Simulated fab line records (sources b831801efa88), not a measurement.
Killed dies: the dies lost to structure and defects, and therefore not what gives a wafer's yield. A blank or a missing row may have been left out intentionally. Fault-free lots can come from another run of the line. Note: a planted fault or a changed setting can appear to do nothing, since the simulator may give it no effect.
Which tool was responsible? | flow gf180mcu | 6 lots with 18 wafers sampled at 3 steps, on a route of 602 steps

== WHAT THE GAUGES READ, wafer by wafer ==
GF_HV_LDD_RS_MEAS_53: uses a four-point probe to measure.
lot  | measured     | on            | HV_LDD_RS (ohm/sq)
L631 | day 12 22:52 | film_metro-03 | 419.7 419.6 420.3
L633 | day 13 07:50 | film_metro-04 | 418.6 417.6 418.0
L637 | day 14 20:49 | film_metro-02 | 418.9 419.7 418.3
L646 | day 17 15:36 | film_metro-02 | 419.4 419.0 418.9
L648 | day 18 08:14 | film_metro-03 | 419.1 419.3 418.5
L652 | day 20 07:08 | film_metro-04 | 419.6 417.1 418.4

== WHICH TOOL RAN EACH LOT (tool, then ch and the chambers of the sampled wafers, then the start) ==
lot  | GF_DUAL_GATE_STRIP_13                | GF_HV_LDD_IMPLANT_34
L631 | plasma_asher-01 ch 0,1, day 8 17:45  | implanter-02 ch 0, day 12 03:02
L633 | plasma_asher-01 ch 0,1, day 9 03:35  | implanter-02 ch 0, day 12 11:19
L637 | plasma_asher-03 ch 0,1, day 10 11:29 | implanter-04 ch 0, day 13 22:17
L646 | plasma_asher-03 ch 0,1, day 12 20:53 | implanter-03 ch 0, day 16 15:47
L648 | plasma_asher-04 ch 0,1, day 13 11:20 | implanter-03 ch 0, day 17 08:31
L652 | plasma_asher-01 ch 0,1, day 15 01:15 | implanter-03 ch 0, day 19 05:58
- GF_DUAL_GATE_STRIP_13: strips in O2/N2.
- GF_HV_LDD_IMPLANT_34

== THE ANSWER, worked out from the rows above alone ==
Rule: what is usual is taken from the lots themselves. The widest of any qualifying gaps counts: lots, ordered by their means at a reading, are off when they make up no more than a third of the lots, leave a main group of 4 or more, and stand apart from it by 3 or more times the standard deviation of that group's means. A main group is skipped when, at the precision printed for the reading in the tables above, its means are all equal. Also off: a lot with no number at a reading for which 4 or more lots have one. All remaining lots with rows at the step are treated as sound.
None of the lots is off at any reading shown; this tells nothing.

== WHAT THE SIMULATOR HAD PUT IN ==
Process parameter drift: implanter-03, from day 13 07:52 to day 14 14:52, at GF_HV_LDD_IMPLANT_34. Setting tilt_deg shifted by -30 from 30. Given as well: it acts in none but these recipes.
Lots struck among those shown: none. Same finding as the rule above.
